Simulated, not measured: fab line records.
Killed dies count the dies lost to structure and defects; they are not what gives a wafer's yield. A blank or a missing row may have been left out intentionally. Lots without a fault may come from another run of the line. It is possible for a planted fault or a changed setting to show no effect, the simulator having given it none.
Which tool is to blame? | flow gf180mcu | Sampling: 11 lots, 33 wafers, 6 of 602 route steps

== WHAT THE GAUGES READ, wafer by wafer ==
GF_HV_LDD_TW_MEAS_11. Usual: HV_LDD_TW gives 2381 (standard deviation 11).
lot  | measured     | on            | HV_LDD_TW      | flag
L919 | day 9 21:22  | film metro-02 | 2399 2396 2389 |
L921 | day 10 16:19 | film metro-01 | 2402 2390 2392 |
L922 | day 10 19:45 | film metro-01 | 2393 2392 2388 |
L925 | day 11 23:24 | film metro-03 | 2367 2373 2376 |
L926 | day 11 23:42 | film metro-03 | 2375 2390 2375 |
L929 | day 13 00:04 | film metro-01 | 2397 2398 2382 |
L933 | day 14 06:07 | film metro-03 | 2383 2372 2363 |
L934 | day 14 19:04 | film metro-03 | 2382 2361 2369 |
L936 | day 15 08:30 | film metro-02 | 2374 2371 2377 |
L937 | day 15 12:33 | film metro-02 | 2382 2359 2375 |
L940 | day 16 13:04 | film metro-01 | 2403 2388 2389 |

GF_HV_LDD_TW_MEAS_38. Usual: HV_LDD_3_TW gives 1419 (standard deviation 8).
lot  | measured     | on            | HV_LDD_3_TW    | flag
L919 | day 11 09:22 | film metro-01 | 1429 1429 1431 |
L921 | day 12 07:04 | film metro-02 | 1428 1424 1428 |
L922 | day 12 10:18 | film metro-02 | 1424 1429 1431 |
L925 | day 13 15:52 | film metro-01 | 30 30 30       | OFF
L926 | day 13 17:31 | film metro-02 | 30 30 30       | OFF
L929 | day 14 17:39 | film metro-03 | 1414 1405 1407 |
L933 | day 16 01:35 | film metro-02 | 1409 1407 1410 |
L934 | day 16 16:04 | film metro-03 | 1406 1406 1409 |
L936 | day 17 05:39 | film metro-03 | 1419 1418 1418 |
L937 | day 17 09:09 | film metro-03 | 1418 1415 1419 |
L940 | day 18 11:37 | film metro-01 | 1436 1419 1433 |

GF_M1_RS_MEAS_05: measurement is done with a four-point probe. Usual: M1_ALCU_RS gives 0.0694 ohm/sq (standard deviation 0.00076).
lot  | measured     | on            | M1_ALCU_RS (ohm/sq)  | flag
L919 | day 15 22:28 | film metro-04 | 0.0704 0.0706 0.0696 |
L921 | day 16 23:33 | film metro-04 | 0.0697 0.0694 0.0697 |
L922 | day 17 00:49 | film metro-04 | 0.0696 0.0696 0.0700 |
L929 | day 19 21:29 | film metro-04 | 0.0697 0.0699 0.0698 |
L933 | day 21 06:15 | film metro-04 | 0.0683 0.0687 0.0679 |
L934 | day 21 22:53 | film metro-02 | 0.0706 0.0691 0.0707 |
L936 | day 22 12:09 | film metro-01 | 0.0689 0.0687 0.0692 |
L937 | day 22 14:40 | film metro-01 | 0.0693 0.0709 0.0711 |
L940 | day 23 16:46 | film metro-01 | 0.0690 0.0705 0.0689 |

GF_M1_CD_MEAS_14: the cd target is 230 nm. Usual: cd nm 230.0 nm, standard deviation 1.1.
lot  | measured     | on        | cd nm (nm)        | flag
L919 | day 16 20:29 | cd sem-01 | 228.7 229.5 228.9 |
L921 | day 17 22:16 | cd sem-02 | 229.7 231.6 230.5 |
L922 | day 18 00:16 | cd sem-02 | 230.3 229.8 229.8 |
L929 | day 20 21:57 | cd sem-02 | 229.5 228.8 230.3 |
L933 | day 22 06:17 | cd sem-02 | 230.3 229.5 229.8 |
L934 | day 22 21:44 | cd sem-02 | 233.5 231.2 230.0 |
L936 | day 23 10:47 | cd sem-01 | 229.9 229.3 229.0 |
L937 | day 23 13:24 | cd sem-02 | 230.4 230.4 229.9 |
L940 | day 24 15:23 | cd sem-01 | 229.2 229.0 228.3 |

== WHICH TOOL RAN EACH LOT (tool, then ch and the chambers of the sampled wafers, then the start) ==
lot  | GF_HV_LDD_STRIP_22                   | GF_HV_LDD_STRIP_37
L919 | plasma asher-01 ch 0,1, day 10 15:14 | plasma asher-02 ch 0,1, day 11 09:17
L921 | plasma asher-01 ch 0,1, day 11 11:13 | plasma asher-02 ch 0,1, day 12 06:57
L922 | plasma asher-01 ch 0,1, day 11 14:13 | plasma asher-03 ch 0,1, day 12 10:12
L925 | plasma asher-01 ch 0,1, day 12 18:57 | plasma asher-03 ch 0,1, day 13 15:46
L926 | plasma asher-01 ch 0,1, day 12 19:33 | plasma asher-03 ch 0,1, day 13 17:25
L929 | plasma asher-02 ch 0,1, day 13 19:54 | plasma asher-01 ch 0,1, day 14 17:33
L933 | plasma asher-01 ch 0,1, day 15 03:02 | plasma asher-02 ch 0,1, day 16 01:29
L934 | plasma asher-03 ch 0,1, day 15 16:51 | plasma asher-01 ch 0,1, day 16 15:58
L936 | plasma asher-01 ch 0,1, day 16 05:45 | plasma asher-03 ch 0,1, day 17 05:33
L937 | plasma asher-01 ch 0,1, day 16 10:30 | plasma asher-03 ch 0,1, day 17 09:03
L940 | plasma asher-01 ch 0,1, day 17 11:48 | plasma asher-01 ch 0,1, day 18 11:30
- GF_HV_LDD_STRIP_22: strips in O2/N2.
- GF_HV_LDD_STRIP_37: strips in O2/N2.

== WHAT THE TOOLS THEMSELVES READ (means of the sampled wafers that have a number; where no wafer has one, the mark that the record gives instead) ==
GF_HV_LDD_STRIP_22. Usual: chamber pressure mTorr 1500 mTorr, standard deviation 4.4; drypump motor current A 5.9 A, standard deviation 0.44; heater power w 335 W, standard deviation 30; o2 flow sccm 2998 sccm, standard deviation 9.4; oes product au 0.716 a.u., standard deviation 0.0048; strip time to endpoint s 12.63 s, standard deviation 0.037.
lot  | tool            | chamber pressure mTorr (mTorr) | drypump motor current A (A) | heater power w (W) | o2 flow sccm (sccm) | oes product au (a.u.) | strip time to endpoint s (s) | flag
L919 | plasma asher-01 | 1500                           | 5.9                         | 354                | 2990                | 0.716                 | 12.72                        |
L921 | plasma asher-01 | 1516                           | 6.2                         | 332                | 3001                | 0.719                 | 12.64                        | OFF
L922 | plasma asher-01 | 1500                           | 6.2                         | 328                | 3004                | 0.718                 | 12.66                        |
L925 | plasma asher-01 | -                              | -                           | -                  | -                   | -                     | -                            | OFF
L926 | plasma asher-01 | -                              | -                           | -                  | -                   | -                     | -                            | OFF
L929 | plasma asher-02 | 1500                           | 5.9                         | 350                | 2985                | 0.716                 | 12.62                        |
L933 | plasma asher-01 | 1499                           | 5.8                         | 349                | 2995                | 0.719                 | 12.61                        |
L934 | plasma asher-03 | 1499                           | 6.0                         | 289                | 2999                | 0.719                 | 12.62                        |
L936 | plasma asher-01 | 1501                           | 6.2                         | 326                | 2991                | 0.714                 | 12.61                        |
L937 | plasma asher-01 | 1500                           | 5.9                         | 350                | 2999                | 0.718                 | 12.64                        |
L940 | plasma asher-01 | 1500                           | 5.9                         | 350                | 3002                | 0.715                 | 12.62                        |

GF_HV_LDD_STRIP_37. Usual: chamber pressure mTorr 1500.3 mTorr, standard deviation 1.4; drypump motor current A 5.9 A, standard deviation 0.43; heater power w 323 W, standard deviation 31; o2 flow sccm 3001 sccm, standard deviation 8.4; oes product au 0.716 a.u., standard deviation 0.0042; strip time to endpoint s 12.64 s, standard deviation 0.033.
lot  | tool            | chamber pressure mTorr (mTorr) | drypump motor current A (A) | heater power w (W) | o2 flow sccm (sccm) | oes product au (a.u.) | strip time to endpoint s (s) | flag
L919 | plasma asher-02 | 1500.2                         | 5.9                         | 352                | 3004                | 0.713                 | 12.69                        |
L921 | plasma asher-02 | 1500.0                         | 5.9                         | 353                | 2999                | 0.716                 | 12.63                        |
L922 | plasma asher-03 | 1499.4                         | 5.9                         | 291                | 2997                | 0.716                 | 12.60                        |
L925 | plasma asher-03 | 1499.9                         | 6.0                         | 285                | 3008                | 0.719                 | 27.59                        | OFF
L926 | plasma asher-03 | 1500.5                         | 6.0                         | 291                | 3010                | 0.721                 | 27.62                        | OFF
L929 | plasma asher-01 | 1500.2                         | 6.2                         | 328                | 3004                | 0.718                 | 12.69                        |
L933 | plasma asher-02 | 1501.6                         | 5.9                         | 353                | 3006                | 0.716                 | 12.64                        |
L934 | plasma asher-01 | 1499.9                         | 5.9                         | 345                | 2998                | 0.716                 | 12.64                        |
L936 | plasma asher-03 | 1500.5                         | 5.9                         | 290                | 2999                | 0.719                 | 12.67                        |
L937 | plasma asher-03 | 1498.9                         | 5.9                         | 292                | 2999                | 0.717                 | 12.63                        |
L940 | plasma asher-01 | 1500.6                         | 6.2                         | 328                | 3006                | 0.717                 | 12.58                        |

== THE ANSWER, worked out from the rows above alone ==
Rule: take the mean of a lot's wafers that have a number; if it is more than 3 standard deviations from the usual mean, the lot is off. Also off: a lot with no number at a reading for which 4 or more lots have one. All remaining lots with rows at the step are treated as sound. Order of review: gauges by route order, followed by the tools' own readings, for which a lot's mean as printed above is used. The first step at which some lot is off is used, and at that step the reading that is off furthest; a lot without a number counts as furthest.
Off: L925, L926, at GF_HV_LDD_TW_MEAS_38 (HV_LDD_3_TW).
If a tool, at a process step before that reading, ran all the lots that are off and no sound lot after the first of them, it fits. The gauges at GF_HV_LDD_TW_MEAS_38 aren't tried: what is off there is off at GF_HV_LDD_STRIP_22 too, on other tools, and a gauge's error can't cause that. None of those tried fits.

== WHAT WAS PUT IN BY THE SIMULATOR ==
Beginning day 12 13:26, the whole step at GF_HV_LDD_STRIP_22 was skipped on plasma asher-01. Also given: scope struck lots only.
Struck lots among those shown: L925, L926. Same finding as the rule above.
